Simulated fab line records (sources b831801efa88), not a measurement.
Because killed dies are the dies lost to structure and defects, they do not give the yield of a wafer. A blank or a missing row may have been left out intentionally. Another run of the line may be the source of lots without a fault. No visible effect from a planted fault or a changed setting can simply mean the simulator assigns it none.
fab line records ; flow sky130
[record] lots = 13; wafers = 39; lastDay = 50
route steps=708 shown NWELL@67 VT_ADJUST_LVTN@105 PAD_OPEN@708
lots that met no fault: from a run of the same line without faults
startH: start of the lot's first displayed wafer, in hours after the record's first day ; waitH: hours from the lot's prior step to this one ; " unchanged from the row above ; L1.1+2: a single row standing in for several wafers ; - no value present, or no start provided ; * or withheld: withheld ; < > ~ a bound
route shown NAME@n: NAME is a module with steps in the file, n the number in the route of the first one ; usual: mean/standard deviation taken from wafers without a fault ; same: alike in all rows ; chamber/n: place in a boat ; sites: per-site readings ; _std_site: standard deviation across them ; _edge_site: the outer-site mean with the inner-site mean subtracted ; radiusMm: how far each site lies from the wafer's centre ; mask NAME#n: copy n ; behind: the last tool/chamber to shape the wafer ; hold: why the lot went on hold/how many hours it stayed there/how the hold came to an end ; device: the transistor (n, p or np) that didn't switch ; end of line: the route-end tests of the same wafers ; step lacking rows: just its recipe ; killed: dies that structure and defects cost at the first sort, which is not the same as the wafer's yield ; map: a wafer's dies, marking killed ones x, the rest . and places with no die _
set.NAME: the setting the step ran with; set.NAME@STEP: the setting that earlier step ran with ; model.NAME: the simulator's own value behind a step, which no gauge read
the route's steps for a sample of lots (tables are steps, rows are wafers)
services: a tool's chamber out of use, with start hour (startH, from the record's first day; less than 0 if before it), hours out, and reason
[[steps]]
[step SKY_NWELL_STRIP_14]
[recipe] chemistry = O2/N2; powerW = 1400; pressureMtorr = 1500; platenTempC = withheld; o2FlowSccm = 3000; n2FlowSccm = 300; overashFraction = 0.5
[usual] drypumpMotorCurrentA = 5.88/0.27; oesProductAu = 0.723/0.0048; stripTimeToEndpointS = 36.90/0.11
lot.wafer;tool;chamber;startH;waitH;drypumpMotorCurrentA;oesProductAu;rfHoursCounterH;stripTimeToEndpointS
L504.1;plasmaAsher-03;0;87.52;0.1;5.40;0.725;39;37.00
L504.3;plasmaAsher-03;1;87.52;0.1;5.83;0.717;-;37.02
L504.6;plasmaAsher-03;1;87.52;0.1;5.81;0.725;-;37.03
L505.2;plasmaAsher-01;0;95.21;0.1;6.29;0.724;29;36.79
L505.4;plasmaAsher-01;0;95.21;0.1;6.32;0.730;-;36.75
L505.5;plasmaAsher-01;1;95.21;0.1;5.80;0.723;-;36.76
L507.2;plasmaAsher-02;1;125.32;0.1;5.74;0.723;40;36.75
L507.4;plasmaAsher-02;1;125.32;0.1;5.73;0.724;-;36.89
L507.6;plasmaAsher-02;0;125.32;0.1;5.92;0.714;-;36.92
L508.2;plasmaAsher-02;0;134.32;0.1;5.89;0.724;41;36.91
L508.4;plasmaAsher-02;0;134.32;0.1;5.90;0.725;-;37.01
L508.6;plasmaAsher-02;1;134.32;0.1;5.70;0.726;-;36.89
L512.2;plasmaAsher-01;1;143.06;0.1;5.80;0.725;33;36.94
L512.3;plasmaAsher-01;1;143.06;0.1;5.81;0.720;-;36.86
L512.6;plasmaAsher-01;1;143.06;0.1;5.79;0.718;-;36.84
L513.2;plasmaAsher-01;1;147.72;0.1;5.79;0.719;34;36.90
L513.3;plasmaAsher-01;1;147.72;0.1;5.80;0.734;-;36.89
L513.6;plasmaAsher-01;0;147.72;0.1;6.32;0.731;-;36.90
L516.2;plasmaAsher-01;1;163.72;0.1;5.79;0.729;35;36.77
L516.3;plasmaAsher-01;1;163.72;0.1;5.80;0.713;-;36.90
L516.6;plasmaAsher-01;1;163.72;0.1;5.79;0.730;-;36.83
L515.1;plasmaAsher-03;1;164.66;0.1;5.88;0.724;47;36.74
L515.3;plasmaAsher-03;1;164.66;0.1;5.84;0.717;-;36.82
L515.4;plasmaAsher-03;0;164.66;0.1;5.44;0.729;-;36.79
L517.3;plasmaAsher-01;0;172.65;0.1;6.29;0.726;-;36.83
L517.5;plasmaAsher-01;0;172.65;0.1;6.28;0.725;-;36.81
L517.6;plasmaAsher-01;1;172.65;0.1;5.80;0.719;-;36.79
L518.1;plasmaAsher-02;0;176.42;0.1;5.90;0.719;45;37.02
L518.2;plasmaAsher-02;1;176.42;0.1;5.73;0.718;45;37.00
L518.3;plasmaAsher-02;0;176.42;0.1;5.90;0.726;-;36.98
L519.1;plasmaAsher-01;0;181.31;0.1;6.30;0.724;37;36.96
L519.2;plasmaAsher-01;1;181.31;0.1;5.80;0.727;37;36.99
L519.5;plasmaAsher-01;0;181.31;0.1;6.30;0.726;-;36.98
L520.1;plasmaAsher-03;1;186.32;0.1;5.82;0.719;50;36.78
L520.5;plasmaAsher-03;1;186.32;0.1;5.86;0.711;-;36.91
L520.6;plasmaAsher-03;0;186.32;0.1;5.45;0.718;-;36.80
L524.4;plasmaAsher-02;0;216.34;0.1;5.89;0.725;-;37.02
L524.5;plasmaAsher-02;1;216.34;0.1;5.74;0.718;-;37.01
L524.6;plasmaAsher-02;0;216.34;0.1;5.89;0.727;-;37.13
[step SKY_NWELL_TW_MEAS_15]
[usual] NWELL_TW = 1815/9
lot.wafer;tool;chamber;startH;waitH;NWELL_TW
L504.1;filmMetro-03;-;87.62;0.1;1824
L504.3;filmMetro-03;-;87.62;0.1;1823
L504.6;filmMetro-03;-;87.62;0.1;1818
L505.2;filmMetro-01;-;95.32;0.1;1827
L505.4;filmMetro-01;-;95.32;0.1;1822
L505.5;filmMetro-01;-;95.32;0.1;1815
L507.2;filmMetro-02;-;125.43;0.1;1801
L507.4;filmMetro-02;-;125.43;0.1;1797
L507.6;filmMetro-02;-;125.43;0.1;1819
L508.2;filmMetro-01;-;134.44;0.1;1823
L508.4;filmMetro-01;-;134.44;0.1;1812
L508.6;filmMetro-01;-;134.44;0.1;1821
L512.2;filmMetro-03;-;143.17;0.1;1815
L512.3;filmMetro-03;-;143.17;0.1;1814
L512.6;filmMetro-03;-;143.17;0.1;1816
L513.2;filmMetro-01;-;147.83;0.1;1823
L513.3;filmMetro-01;-;147.83;0.1;1820
L513.6;filmMetro-01;-;147.83;0.1;1818
L516.2;filmMetro-03;-;163.83;0.1;1810
L516.3;filmMetro-03;-;163.83;0.1;1813
L516.6;filmMetro-03;-;163.83;0.1;1815
L515.1;filmMetro-03;-;164.76;0.1;1817
L515.3;filmMetro-03;-;164.76;0.1;1815
L515.4;filmMetro-03;-;164.76;0.1;1826
L517.3;filmMetro-01;-;172.74;0.1;1831
L517.5;filmMetro-01;-;172.74;0.1;1825
L517.6;filmMetro-01;-;172.74;0.1;1824
L518.1;filmMetro-02;-;176.52;0.1;1795
L518.2;filmMetro-02;-;176.52;0.1;1819
L518.3;filmMetro-02;-;176.52;0.1;1810
L519.1;filmMetro-02;-;181.41;0.1;1816
L519.2;filmMetro-02;-;181.41;0.1;1820
L519.5;filmMetro-02;-;181.41;0.1;1814
L520.1;filmMetro-01;-;186.42;0.1;1816
L520.5;filmMetro-01;-;186.42;0.1;1828
L520.6;filmMetro-01;-;186.42;0.1;1817
L524.4;filmMetro-03;-;216.44;0.1;1800
L524.5;filmMetro-03;-;216.44;0.1;1798
L524.6;filmMetro-03;-;216.44;0.1;1799
[step SKY_NWELL_STRIP_25]
[recipe] chemistry = O2/N2; powerW = 1400; pressureMtorr = 1500; platenTempC = withheld; o2FlowSccm = 3000; n2FlowSccm = 300; overashFraction = 0.5
[usual] drypumpMotorCurrentA = 5.86/0.25; oesProductAu = 0.723/0.0042; stripTimeToEndpointS = 36.90/0.093
lot.wafer;tool;chamber;startH;waitH;drypumpMotorCurrentA;oesProductAu;rfHoursCounterH;stripTimeToEndpointS
L504.1;plasmaAsher-02;0;105.86;0.1;5.90;0.728;38;36.96
L504.3;plasmaAsher-02;1;105.86;0.1;5.73;0.727;-;36.97
L504.6;plasmaAsher-02;1;105.86;0.1;5.71;0.725;-;36.83
L505.2;plasmaAsher-02;0;114.62;0.1;5.90;0.723;39;36.82
L505.4;plasmaAsher-02;0;114.62;0.1;5.89;0.715;-;36.93
L505.5;plasmaAsher-02;0;114.62;0.1;5.92;0.716;-;36.89
L507.2;plasmaAsher-03;1;145.37;0.1;5.81;0.720;45;36.77
L507.4;plasmaAsher-03;1;145.37;0.1;5.83;0.730;-;36.80
L507.6;plasmaAsher-03;0;145.37;0.1;5.43;0.721;-;36.75
L508.2;plasmaAsher-03;0;154.77;0.1;5.40;0.728;46;36.95
L508.4;plasmaAsher-03;1;154.77;0.1;5.83;0.721;-;37.01
L508.6;plasmaAsher-03;1;154.77;0.1;5.83;0.715;-;37.06
L512.2;plasmaAsher-02;1;163.36;0.1;5.74;0.717;44;36.92
L512.3;plasmaAsher-02;0;163.36;0.1;5.91;0.715;-;36.93
L512.6;plasmaAsher-02;1;163.36;0.1;5.75;0.727;-;37.05
L513.2;plasmaAsher-03;1;167.91;0.1;5.85;0.720;48;36.84
L513.3;plasmaAsher-03;1;167.91;0.1;5.86;0.722;-;36.71
L513.6;plasmaAsher-03;0;167.91;0.1;5.42;0.723;-;36.75
L516.2;plasmaAsher-02;1;183.42;0.1;5.73;0.725;46;36.89
L516.3;plasmaAsher-02;0;183.42;0.1;5.90;0.722;-;36.87
L516.6;plasmaAsher-02;0;183.42;0.1;5.91;0.718;-;36.90
L515.1;plasmaAsher-02;1;184.37;0.1;5.75;0.720;46;36.90
L515.3;plasmaAsher-02;1;184.37;0.1;5.75;0.725;-;36.87
L515.4;plasmaAsher-02;0;184.37;0.1;5.89;0.725;-;36.86
L517.3;plasmaAsher-02;1;193.69;0.1;5.72;0.715;-;36.86
L517.5;plasmaAsher-02;1;193.69;0.1;5.74;0.720;-;36.92
L517.6;plasmaAsher-02;0;193.69;0.1;5.88;0.725;-;36.93
L518.1;plasmaAsher-02;0;198.37;0.1;5.92;0.718;47;36.89
L518.2;plasmaAsher-02;1;198.37;0.1;5.74;0.725;47;36.88
L518.3;plasmaAsher-02;0;198.37;0.1;5.89;0.727;-;36.89
L519.1;plasmaAsher-01;1;204.57;0.1;5.80;0.727;39;36.90
L519.2;plasmaAsher-01;0;204.57;0.1;6.33;0.722;39;36.97
L519.5;plasmaAsher-01;0;204.57;0.1;6.33;0.719;-;37.03
L520.1;plasmaAsher-02;0;209.67;0.1;5.90;0.728;49;36.89
L520.5;plasmaAsher-02;1;209.67;0.1;5.75;0.730;-;36.82
L520.6;plasmaAsher-02;0;209.67;0.1;5.89;0.723;-;36.93
L524.4;plasmaAsher-01;1;239.80;0.1;5.82;0.719;-;36.96
L524.5;plasmaAsher-01;0;239.80;0.1;6.32;0.722;-;36.96
L524.6;plasmaAsher-01;1;239.80;0.1;5.80;0.725;-;36.88
[step SKY_VT_ADJUST_LVTN_IMPLANT_08]
[recipe] species = B; energyKev = 30; doseCm2 = 1.57e+12; tiltDeg = withheld
[usual] doseIonsCm2 = 1.5702e+12/1.6e+09
lot.wafer;tool;chamber;startH;waitH;doseIonsCm2
L504.1;implanter-01;0;146.22;0.0;1.5697e+12
L504.3;implanter-01;0;146.22;0.0;1.5702e+12
L504.6;implanter-01;0;146.22;0.0;1.5694e+12
L505.2;implanter-03;0;155.35;0.0;1.5701e+12
L505.4;implanter-03;0;155.35;0.0;1.5675e+12
L505.5;implanter-03;0;155.35;0.0;1.5703e+12
L507.2;implanter-03;0;185.55;0.0;1.5709e+12
L507.4;implanter-03;0;185.55;0.0;1.5695e+12
L507.6;implanter-03;0;185.55;0.0;1.5707e+12
L508.2;implanter-03;0;197.55;0.0;1.5717e+12
L508.4;implanter-03;0;197.55;0.0;1.5712e+12
L508.6;implanter-03;0;197.55;0.0;1.5699e+12
L512.2;implanter-03;0;207.30;0.0;1.5708e+12
L512.3;implanter-03;0;207.30;0.0;1.5695e+12
L512.6;implanter-03;0;207.30;0.0;1.5714e+12
L513.2;implanter-03;0;211.00;0.0;1.5708e+12
L513.3;implanter-03;0;211.00;0.0;1.5714e+12
L513.6;implanter-03;0;211.00;0.0;1.5693e+12
L516.2;implanter-03;0;229.10;0.0;1.572e+12
L516.3;implanter-03;0;229.10;0.0;1.5692e+12
L516.6;implanter-03;0;229.10;0.0;1.57e+12
L515.1;implanter-03;0;230.76;0.0;1.5718e+12
L515.3;implanter-03;0;230.76;0.0;1.571e+12
L515.4;implanter-03;0;230.76;0.0;1.5697e+12
L517.3;implanter-03;0;240.46;0.1;1.5716e+12
L517.5;implanter-03;0;240.46;0.1;1.5696e+12
L517.6;implanter-03;0;240.46;0.1;1.5702e+12
L518.1;implanter-01;0;246.06;0.0;1.5698e+12
L518.2;implanter-01;0;246.06;0.0;1.5725e+12
L518.3;implanter-01;0;246.06;0.0;1.5714e+12
L519.1;implanter-01;0;251.51;0.0;1.5715e+12
L519.2;implanter-01;0;251.51;0.0;1.5739e+12
L519.5;implanter-01;0;251.51;0.0;1.571e+12
L520.1;implanter-01;0;258.26;0.0;1.4979e+12
L520.5;implanter-01;0;258.26;0.0;1.4942e+12
L520.6;implanter-01;0;258.26;0.0;1.4981e+12
L524.4;implanter-01;0;291.49;0.1;1.5009e+12
L524.5;implanter-01;0;291.49;0.1;1.4995e+12
L524.6;implanter-01;0;291.49;0.1;1.499e+12
[step SKY_PAD_OPEN_PROBE_99]
[usual] killed_at_M0_to_M3 = 42/6.2; killed_at_M4_up = 3.0/1.8; killedAtContacts = 25/5.9; killedAtFrontEnd = 15/4.5; killedAtOther = 0.2/0.45; killedDies = 85/9.9; killedOnRim = 17/3.5; killedOpen = 47/6.7; killedShort = 39/6.4
[same] grossDies = 492; killedAtBackSide = 0
lot.wafer;tool;chamber;startH;waitH;killed_at_M0_to_M3;killed_at_M4_up;killedAtContacts;killedAtFrontEnd;killedAtOther;killedDies;killedOnRim;killedOpen;killedShort
L504.1;prober-02;-;1088.05;0.1;42;2;33;6;2;85;14;44;41
L504.3;prober-02;-;1088.15;0.2;29;3;22;12;0;66;11;37;29
L504.6;prober-02;-;1088.30;0.2;33;2;30;9;0;74;15;37;37
L505.2;prober-01;-;1095.11;0.1;43;4;27;15;0;89;14;52;37
L505.4;prober-01;-;1095.21;0.2;35;4;20;17;0;76;12;41;35
L505.5;prober-01;-;1095.26;0.2;45;2;17;21;1;86;13;45;41
L507.2;prober-01;-;1131.14;0.1;38;3;27;16;1;85;11;37;48
L507.4;prober-01;-;1131.24;0.2;40;5;28;22;0;95;17;47;48
L507.6;prober-01;-;1131.34;0.2;44;1;32;13;0;90;21;44;46
L508.2;prober-01;-;1133.45;0.1;44;8;20;10;0;82;11;37;45
L508.4;prober-01;-;1133.55;0.2;35;1;35;12;0;83;18;52;31
L508.6;prober-01;-;1133.65;0.2;41;3;18;11;0;73;16;44;29
L512.2;prober-02;-;1150.39;0.1;40;3;30;21;0;94;18;46;48
L512.3;prober-02;-;1150.44;0.2;51;2;30;15;0;98;20;50;48
L512.6;prober-02;-;1150.59;0.2;53;1;30;14;0;98;19;50;48
L513.2;prober-02;-;1153.54;0.1;50;2;29;13;0;94;15;51;43
L513.3;prober-02;-;1153.59;0.2;52;0;43;12;1;108;23;55;53
L513.6;prober-02;-;1153.74;0.2;34;1;22;19;1;77;17;44;33
L516.2;prober-01;-;1157.40;0.1;51;1;26;13;0;91;11;62;29
L516.3;prober-01;-;1157.45;0.2;40;2;24;11;0;77;15;47;30
L516.6;prober-01;-;1157.60;0.2;34;0;28;15;0;77;18;46;31
L515.1;prober-02;-;1167.06;0.1;30;2;16;18;0;66;15;39;27
L515.3;prober-02;-;1167.16;0.2;35;1;29;18;0;83;15;51;32
L515.4;prober-02;-;1167.21;0.2;43;4;21;12;0;80;17;44;36
L518.1;prober-01;-;1172.39;0.1;49;1;33;23;0;106;20;55;51
L518.2;prober-01;-;1172.44;0.1;43;6;28;13;0;90;18;49;41
L518.3;prober-01;-;1172.49;0.2;40;1;25;14;0;80;15;39;41
L517.3;prober-02;-;1176.88;0.2;35;5;19;15;0;74;11;47;27
L517.5;prober-02;-;1176.98;0.2;33;1;21;11;0;66;15;34;32
L517.6;prober-02;-;1177.03;0.2;43;5;26;16;0;90;18;50;40
L519.1;prober-01;-;1182.99;0.1;46;3;41;13;0;103;21;52;51
L519.2;prober-01;-;1183.04;0.1;50;3;28;17;1;99;20;50;49
L519.5;prober-01;-;1183.19;0.2;43;5;31;20;0;99;18;55;44
L520.6;prober-02;-;1188.20;0.2;26;1;19;15;0;61;7;28;33
L524.4;prober-01;-;1204.73;0.2;45;2;21;21;0;89;21;46;43
L524.5;prober-01;-;1204.78;0.2;44;3;22;15;0;84;19;47;37
L524.6;prober-01;-;1204.83;0.2;49;4;27;18;0;98;20;48;50
// killed by level:class
L504.1 CONTACT:geometricParticle:open=12 VIA1:geometricParticle:open=10 LI_CONTACT:geometricParticle:open=9 METAL2:geometricParticle:short=6 VIA3:geometricParticle:short=6 FIELD_ISO:geometricParticle:short=4 METAL1:geometricParticle:short=4 VIA2:geometricParticle:open=4
L504.3 LI_CONTACT:geometricParticle:open=7 VIA1:geometricParticle:open=7 CONTACT:geometricParticle:open=6 CONTACT:geometricParticle:short=5 VIA3:geometricParticle:open=5 FIELD_ISO:geometricParticle:short=4 VIA2:geometricParticle:open=4 VIA1:geometricParticle:short=4
L504.6 VIA1:geometricParticle:open=12 CONTACT:geometricParticle:short=9 LI_CONTACT:geometricParticle:open=7 CONTACT:geometricParticle:open=6 LI_CONTACT:geometricParticle:short=5 VIA1:geometricParticle:short=5 FIELD_ISO:geometricParticle:open=3 VIA3:geometricParticle:open=3
L505.2 LI_CONTACT:geometricParticle:open=12 VIA1:geometricParticle:open=12 CONTACT:geometricParticle:open=7 FIELD_ISO:geometricParticle:short=5 VIA2:geometricParticle:open=5 VIA1:geometricParticle:short=5 VIA3:geometricParticle:open=5 POLY_GATE:geometricParticle:short=4
L505.4 VIA1:geometricParticle:open=10 LI_CONTACT:geometricParticle:open=8 METAL1:geometricParticle:short=7 FIELD_ISO:geometricParticle:short=6 CONTACT:geometricParticle:open=5 FIELD_ISO:geometricParticle:open=4 VIA3:geometricParticle:short=4 POLY_GATE:geometricParticle:open=3
L505.5 VIA1:geometricParticle:open=17 FIELD_ISO:geometricParticle:short=8 VIA1:geometricParticle:short=8 CONTACT:geometricParticle:open=8 FIELD_ISO:geometricParticle:open=6 CONTACT:geometricParticle:short=4 METAL1:geometricParticle:short=4 VIA2:geometricParticle:short=4
L507.2 LI_CONTACT:geometricParticle:open=8 METAL2:geometricParticle:short=8 CONTACT:geometricParticle:open=7 FIELD_ISO:geometricParticle:short=5 LI_CONTACT:geometricParticle:short=5 VIA1:geometricParticle:short=5 VIA1:geometricParticle:open=5 METAL3:geometricParticle:short=4
L507.4 CONTACT:geometricParticle:open=12 VIA1:geometricParticle:open=10 FIELD_ISO:geometricParticle:short=8 VIA3:geometricParticle:open=6 CONTACT:geometricParticle:short=6 LI_CONTACT:geometricParticle:open=5 METAL2:geometricParticle:short=5 METAL4:geometricParticle:short=4
L507.6 LI_CONTACT:geometricParticle:open=10 VIA1:geometricParticle:short=8 CONTACT:geometricParticle:open=7 VIA1:geometricParticle:open=6 CONTACT:geometricParticle:short=6 VIA2:geometricParticle:open=6 VIA3:geometricParticle:open=6 LOCAL_INTERCONNECT:geometricParticle:short=5
L508.2 VIA1:geometricParticle:open=17 VIA1:geometricParticle:short=7 METAL4:geometricParticle:short=7 CONTACT:geometricParticle:short=6 VIA3:geometricParticle:open=5 CONTACT:geometricParticle:open=4 LOCAL_INTERCONNECT:geometricParticle:short=4 METAL2:geometricParticle:short=4
L508.4 CONTACT:geometricParticle:open=11 LI_CONTACT:geometricParticle:open=9 VIA1:geometricParticle:open=9 CONTACT:geometricParticle:short=8 VIA3:geometricParticle:open=7 VIA2:geometricParticle:open=6 LOCAL_INTERCONNECT:geometricParticle:short=4 FIELD_ISO:geometricParticle:open=3
L508.6 VIA1:geometricParticle:open=10 LI_CONTACT:geometricParticle:open=7 CONTACT:geometricParticle:open=7 METAL2:geometricParticle:short=7 VIA3:geometricParticle:open=7 VIA2:geometricParticle:open=6 FIELD_ISO:geometricParticle:short=5 VIA1:geometricParticle:short=4
L512.2 VIA1:geometricParticle:open=10 CONTACT:geometricParticle:open=10 LI_CONTACT:geometricParticle:open=7 FIELD_ISO:geometricParticle:short=6 POLY_GATE:geometricParticle:short=6 CONTACT:geometricParticle:short=6 VIA1:geometricParticle:short=5 VIA3:geometricParticle:open=5
L512.3 VIA2:geometricParticle:open=11 CONTACT:geometricParticle:open=10 METAL1:geometricParticle:short=10 LI_CONTACT:geometricParticle:open=9 VIA1:geometricParticle:open=8 VIA1:geometricParticle:short=7 POLY_GATE:geometricParticle:short=5 VIA3:geometricParticle:open=5
L512.6 VIA1:geometricParticle:open=11 CONTACT:geometricParticle:open=9 LOCAL_INTERCONNECT:geometricParticle:short=7 VIA1:geometricParticle:short=7 METAL3:geometricParticle:short=7 LI_CONTACT:geometricParticle:open=6 METAL1:geometricParticle:short=6 VIA3:geometricParticle:short=6
L513.2 VIA1:geometricParticle:open=15 METAL2:geometricParticle:short=9 VIA3:geometricParticle:open=9 LI_CONTACT:geometricParticle:open=7 CONTACT:geometricParticle:open=7 LOCAL_INTERCONNECT:geometricParticle:short=6 CONTACT:geometricParticle:short=5 VIA2:geometricParticle:short=5
L513.3 CONTACT:geometricParticle:open=11 VIA1:geometricParticle:open=11 CONTACT:geometricParticle:short=10 LI_CONTACT:geometricParticle:open=8 LOCAL_INTERCONNECT:geometricParticle:short=8 VIA3:geometricParticle:open=7 METAL1:geometricParticle:short=6 METAL2:geometricParticle:short=6
L513.6 VIA1:geometricParticle:open=9 LI_CONTACT:geometricParticle:open=8 CONTACT:geometricParticle:open=7 VIA3:geometricParticle:open=7 FIELD_ISO:geometricParticle:open=6 CONTACT:geometricParticle:short=5 FIELD_ISO:geometricParticle:short=4 METAL2:geometricParticle:short=4
L516.2 VIA3:geometricParticle:open=13 VIA1:geometricParticle:open=11 LI_CONTACT:geometricParticle:open=9 CONTACT:geometricParticle:open=9 VIA2:geometricParticle:open=6 POLY_GATE:geometricParticle:open=6 VIA3:geometricParticle:short=6 VIA1:geometricParticle:short=5
L516.3 CONTACT:geometricParticle:open=13 VIA1:geometricParticle:open=11 CONTACT:geometricParticle:short=8 VIA3:geometricParticle:open=6 METAL2:geometricParticle:short=6 VIA2:geometricParticle:open=5 VIA3:geometricParticle:short=4 FIELD_ISO:geometricParticle:open=3
L516.6 CONTACT:geometricParticle:open=13 LI_CONTACT:geometricParticle:open=6 VIA1:geometricParticle:open=6 VIA2:geometricParticle:open=6 FIELD_ISO:geometricParticle:open=5 VIA3:geometricParticle:open=5 CONTACT:geometricParticle:short=4 METAL2:geometricParticle:short=4
L515.1 CONTACT:geometricParticle:open=13 POLY_GATE:geometricParticle:short=8 VIA1:geometricParticle:open=7 METAL1:geometricParticle:short=6 POLY_GATE:geometricParticle:open=4 VIA3:geometricParticle:short=4 VIA2:geometricParticle:open=3 VIA3:geometricParticle:open=3
L515.3 VIA1:geometricParticle:open=11 CONTACT:geometricParticle:open=10 LI_CONTACT:geometricParticle:open=8 VIA2:geometricParticle:open=6 CONTACT:geometricParticle:short=5 VIA3:geometricParticle:open=5 FIELD_ISO:geometricParticle:short=4 FIELD_ISO:geometricParticle:open=4
L515.4 VIA1:geometricParticle:open=9 CONTACT:geometricParticle:open=8 LI_CONTACT:geometricParticle:open=8 VIA1:geometricParticle:short=6 METAL1:geometricParticle:short=6 VIA3:geometricParticle:open=5 VIA2:geometricParticle:open=5 FIELD_ISO:geometricParticle:short=3
L518.1 LI_CONTACT:geometricParticle:open=12 VIA1:geometricParticle:open=12 POLY_GATE:geometricParticle:short=9 CONTACT:geometricParticle:open=9 CONTACT:geometricParticle:short=9 METAL2:geometricParticle:short=7 FIELD_ISO:geometricParticle:short=5 VIA1:geometricParticle:short=5
L518.2 CONTACT:geometricParticle:open=14 LI_CONTACT:geometricParticle:open=8 METAL1:geometricParticle:short=8 VIA1:geometricParticle:open=8 VIA2:geometricParticle:open=7 VIA1:geometricParticle:short=5 CONTACT:geometricParticle:short=4 METAL2:geometricParticle:short=4
L518.3 VIA1:geometricParticle:open=10 CONTACT:geometricParticle:open=8 CONTACT:geometricParticle:short=6 METAL1:geometricParticle:short=5 VIA3:geometricParticle:short=5 POLY_GATE:geometricParticle:short=4 LI_CONTACT:geometricParticle:open=4 VIA2:geometricParticle:open=4
L517.3 VIA2:geometricParticle:open=10 VIA1:geometricParticle:open=8 LI_CONTACT:geometricParticle:open=6 CONTACT:geometricParticle:short=6 CONTACT:geometricParticle:open=5 METAL4:geometricParticle:short=4 POLY_GATE:geometricParticle:open=4 VIA1:geometricParticle:short=4
L517.5 VIA1:geometricParticle:open=9 CONTACT:geometricParticle:open=8 LOCAL_INTERCONNECT:geometricParticle:short=6 METAL1:geometricParticle:short=5 VIA2:geometricParticle:short=4 VIA2:geometricParticle:open=4 FIELD_ISO:geometricParticle:open=3 CONTACT:geometricParticle:short=3
L517.6 VIA2:geometricParticle:open=12 CONTACT:geometricParticle:open=11 VIA1:geometricParticle:open=10 FIELD_ISO:geometricParticle:short=6 LOCAL_INTERCONNECT:geometricParticle:short=6 CONTACT:geometricParticle:short=4 VIA3:geometricParticle:short=4 FIELD_ISO:geometricParticle:open=3
L519.1 CONTACT:geometricParticle:open=16 CONTACT:geometricParticle:short=9 LI_CONTACT:geometricParticle:open=8 FIELD_ISO:geometricParticle:short=7 VIA3:geometricParticle:open=6 VIA1:geometricParticle:open=6 LOCAL_INTERCONNECT:geometricParticle:short=5 METAL1:geometricParticle:short=5
L519.2 VIA1:geometricParticle:open=11 METAL1:geometricParticle:short=8 LOCAL_INTERCONNECT:geometricParticle:short=7 METAL2:geometricParticle:short=7 CONTACT:geometricParticle:open=6 FIELD_ISO:geometricParticle:open=5 LI_CONTACT:geometricParticle:open=5 CONTACT:geometricParticle:short=5
L519.5 LI_CONTACT:geometricParticle:open=10 CONTACT:geometricParticle:open=10 FIELD_ISO:geometricParticle:short=8 METAL2:geometricParticle:short=8 CONTACT:geometricParticle:short=6 METAL1:geometricParticle:open=6 POLY_GATE:geometricParticle:open=5 METAL2:geometricParticle:open=5
L520.6 VIA1:geometricParticle:open=6 FIELD_ISO:geometricParticle:short=5 LI_CONTACT:geometricParticle:short=5 LI_CONTACT:geometricParticle:open=5 POLY_GATE:geometricParticle:open=4 VIA3:geometricParticle:open=4 LOCAL_INTERCONNECT:geometricParticle:short=4 CONTACT:geometricParticle:open=4
L524.4 VIA3:geometricParticle:open=9 POLY_GATE:geometricParticle:open=8 CONTACT:geometricParticle:open=8 VIA1:geometricParticle:open=7 VIA2:geometricParticle:open=6 LOCAL_INTERCONNECT:geometricParticle:short=6 METAL2:geometricParticle:short=6 METAL3:geometricParticle:short=5
L524.5 CONTACT:geometricParticle:open=13 VIA1:geometricParticle:open=9 METAL1:geometricParticle:short=9 VIA2:geometricParticle:open=6 VIA1:geometricParticle:short=6 VIA3:geometricParticle:open=6 FIELD_ISO:geometricParticle:short=4 POLY_GATE:geometricParticle:short=4
L524.6 VIA1:geometricParticle:open=11 VIA3:geometricParticle:open=9 CONTACT:geometricParticle:short=8 VIA3:geometricParticle:short=7 CONTACT:geometricParticle:open=7 VIA1:geometricParticle:short=6 FIELD_ISO:geometricParticle:open=5 LI_CONTACT:geometricParticle:open=5
[[services]]
tool;chamber;startH;hours;kind
plasmaAsher-02;-;67.79;2.8;pm
plasmaAsher-02;-;70.54;14.6;pm
implanter-01;-;119.63;3.2;pm
implanter-01;-;192.47;3.8;pm
implanter-03;-;201.83;1.1;repair
plasmaAsher-03;-;214.92;2.8;pm
plasmaAsher-01;-;236.45;2.8;pm
plasmaAsher-03;-;244.61;1.2;repair
plasmaAsher-01;-;251.44;28.1;pm
implanter-03;-;276.29;2.5;repair
plasmaAsher-03;-;276.84;5.9;pm
[[key]]
[firstSign] step = SKY_VT_ADJUST_LVTN_IMPLANT_08; reading = doseIonsCm2; direction = down; sigmas = 46; usual = *; struck = *
effect none on later readings
metAt SKY_VT_ADJUST_LVTN_IMPLANT_08
struckLots L520,L524
rowsEnd L520.1,L520.5
testerLeftOut L520,L524
notActingAt SKY_NWELL_STRIP_14,SKY_NWELL_TW_MEAS_15,SKY_NWELL_STRIP_25
onsetBetween 251.51 258.26
[fault] kind = processParameterDrift; tool = implanter-01; chamber = -; onsetH = 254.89; steps = SKY_VT_ADJUST_LVTN_IMPLANT_08; channel = doseCm2; offset = *; shape = step; endH = 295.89; actsIn = *; stated = *
// testerLeftOut: of these lots the tester's yield and bins aren't shown, on N5 and GAA mostly nor the transistor test; their killed dies are dies lost to structure and defects alone, not to doping, threshold or leakage, so they don't give the yield
// rowsEnd: these wafers met a further fault down the route, and their rows from its step on are left out
